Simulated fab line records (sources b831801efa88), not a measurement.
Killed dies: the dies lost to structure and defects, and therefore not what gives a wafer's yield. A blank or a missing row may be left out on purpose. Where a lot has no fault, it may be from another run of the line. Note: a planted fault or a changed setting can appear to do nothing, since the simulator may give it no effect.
What tool caused it? || flow gf180mcu || 12 lots, 36 wafers sampled, at 2 steps of a route of 602

WHAT THE GAUGES READ, wafer by wafer
GF_V2_CD_MEAS_14: target cd 260 nm.
{"lot": "L075", "measured": "day 20 14:41", "on": "cd sem-02", "cd nm (nm)": "261.5 261.6 261.2"}
{"lot": "L077", "measured": "day 21 10:02", "on": "cd sem-01", "cd nm (nm)": "261.9 262.5 261.7"}
{"lot": "L079", "measured": "day 22 03:25", "on": "cd sem-01", "cd nm (nm)": "260.6 261.4 260.2"}
{"lot": "L081", "measured": "day 22 18:46", "on": "cd sem-02", "cd nm (nm)": "258.8 260.7 259.9"}
{"lot": "L083", "measured": "day 23 16:11", "on": "cd sem-01", "cd nm (nm)": "258.6 257.9 259.4"}
{"lot": "L085", "measured": "day 24 04:37", "on": "cd sem-02", "cd nm (nm)": "260.0 260.5 258.9"}
{"lot": "L087", "measured": "day 25 06:58", "on": "cd sem-02", "cd nm (nm)": "259.5 259.2 258.6"}
{"lot": "L089", "measured": "day 25 13:22", "on": "cd sem-02", "cd nm (nm)": "258.3 257.5 257.8"}
{"lot": "L091", "measured": "day 26 08:22", "on": "cd sem-01", "cd nm (nm)": "260.1 259.8 259.9"}
{"lot": "L093", "measured": "day 26 22:23", "on": "cd sem-01", "cd nm (nm)": "258.8 259.4 259.6"}
{"lot": "L095", "measured": "day 27 11:49", "on": "cd sem-01", "cd nm (nm)": "259.4 260.1 260.0"}
{"lot": "L097", "measured": "day 27 23:35", "on": "cd sem-02", "cd nm (nm)": "262.4 262.4 262.6"}

TOOL THAT RAN EACH LOT (tool first, then ch and the chambers of the sampled wafers, then the start)
{"lot": "L075", "GF_M1_METAL_ETCH_16": "rie metal-03 ch 0,1, day 17 11:25"}
{"lot": "L077", "GF_M1_METAL_ETCH_16": "rie metal-04 ch 0,1, day 18 05:53"}
{"lot": "L079", "GF_M1_METAL_ETCH_16": "rie metal-04 ch 0,1, day 18 23:38"}
{"lot": "L081", "GF_M1_METAL_ETCH_16": "rie metal-04 ch 0,1, day 19 15:40"}
{"lot": "L083", "GF_M1_METAL_ETCH_16": "rie metal-03 ch 0, day 20 12:32"}
{"lot": "L085", "GF_M1_METAL_ETCH_16": "rie metal-04 ch 1, day 21 03:41"}
{"lot": "L087", "GF_M1_METAL_ETCH_16": "rie metal-03 ch 0,1, day 22 07:10"}
{"lot": "L089", "GF_M1_METAL_ETCH_16": "rie metal-03 ch 0,1, day 22 14:14"}
{"lot": "L091", "GF_M1_METAL_ETCH_16": "rie metal-04 ch 0,1, day 23 11:23"}
{"lot": "L093", "GF_M1_METAL_ETCH_16": "rie metal-03 ch 0,1, day 24 01:52"}
{"lot": "L095", "GF_M1_METAL_ETCH_16": "rie metal-03 ch 0,1, day 24 17:26"}
{"lot": "L097", "GF_M1_METAL_ETCH_16": "rie metal-02 ch 0,1, day 25 05:16"}
- GF_M1_METAL_ETCH_16: etches the open film in Cl2/BCl3, stops on SiO2, target depth 627.5 nm, time 104.6 s.

THE ANSWER, worked out from the rows above alone
Rule: what is usual is taken from the lots themselves. The widest of any qualifying gaps counts: lots, ordered by their means at a reading, are off when they make up no more than a third of the lots, leave a main group of 4 or more, and stand apart from it by 3 or more times the standard deviation of that group's means. If all means in a main group match to the digits the tables above print for the reading, that group is not used. A lot without any number at a reading at which 4 lots or more have one is off too. Any other lot the step has rows for is counted as sound.
No lot is off on any of the readings shown, so nothing can be concluded from this.

WHAT HAD BEEN PUT IN BY THE SIMULATOR
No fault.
